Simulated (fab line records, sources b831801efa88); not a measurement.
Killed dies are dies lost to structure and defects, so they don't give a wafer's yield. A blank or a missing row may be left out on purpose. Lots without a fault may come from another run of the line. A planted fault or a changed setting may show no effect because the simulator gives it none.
Chamber matching | flow gf180mcu | GF_CONTACT_ETCH_16 on rie_diel-01: 4 sister chambers
The step etches BARC in N2/H2. 8 wafers are shown with their chamber, then 8 later ones without.

WAFERS WITH THEIR CHAMBER
wafer  | chamber | rf_fwd_power_W (W) | throttle_valve_pct (%)
L177.1 | 0       | 492.2              | 13.235
L187.1 | 2       | 492.6              | 13.226
L187.3 | 1       | 493.1              | 13.242
L187.5 | 1       | 490.6              | 13.219
L192.1 | 0       | 492.4              | 13.236
L192.2 | 2       | 494.1              | 13.215
L192.6 | 3       | 494.0              | 13.236
L193.2 | 3       | 495.5              | 13.224

WAFERS WITHOUT THEIR CHAMBER
wafer  | rf_fwd_power_W (W) | throttle_valve_pct (%)
L193.4 | 491.6              | 13.235
L193.5 | 492.0              | 13.222
L194.4 | 494.2              | 13.234
L194.5 | 494.8              | 13.227
L194.6 | 493.3              | 13.222
L195.1 | 491.3              | 13.222
L195.3 | 494.0              | 13.235
L195.4 | 490.8              | 13.216

WHICH CHAMBER EACH WENT THROUGH
wafer  | from the rows above               | in truth
L193.4 | can't be placed: 1 or 0 or 2      | 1
L193.5 | can't be placed: 1 or 2 or 0 or 3 | 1
L194.4 | can't be placed: 3 or 2 or 0 or 1 | 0
L194.5 | can't be placed: 3 or 2           | 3
L194.6 | can't be placed: 2 or 3 or 1 or 0 | 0
L195.1 | can't be placed: 1 or 0 or 2      | 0
L195.3 | can't be placed: 3 or 0 or 2 or 1 | 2
L195.4 | can't be placed: 1 or 2 or 0 or 3 | 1
Placed correctly: 0 of 8. Can't be placed from these rows: 8 (the true chamber is among the candidates in 8). Placed wrongly: 0.
How it was worked out, from the rows above alone: a wafer's distance from a chamber is the root of the sum, over the readings, of the square of ((its reading less the chamber's mean) divided by the reading's scatter). The wafer belongs to the nearest chamber; if the next one is less than 2 further off, it can't be placed. A chamber's mean is the mean of its shown wafers. The scatter: the root of (the sum of the squares of (reading less its chamber's mean) over the shown wafers, divided by (wafers less chambers)).
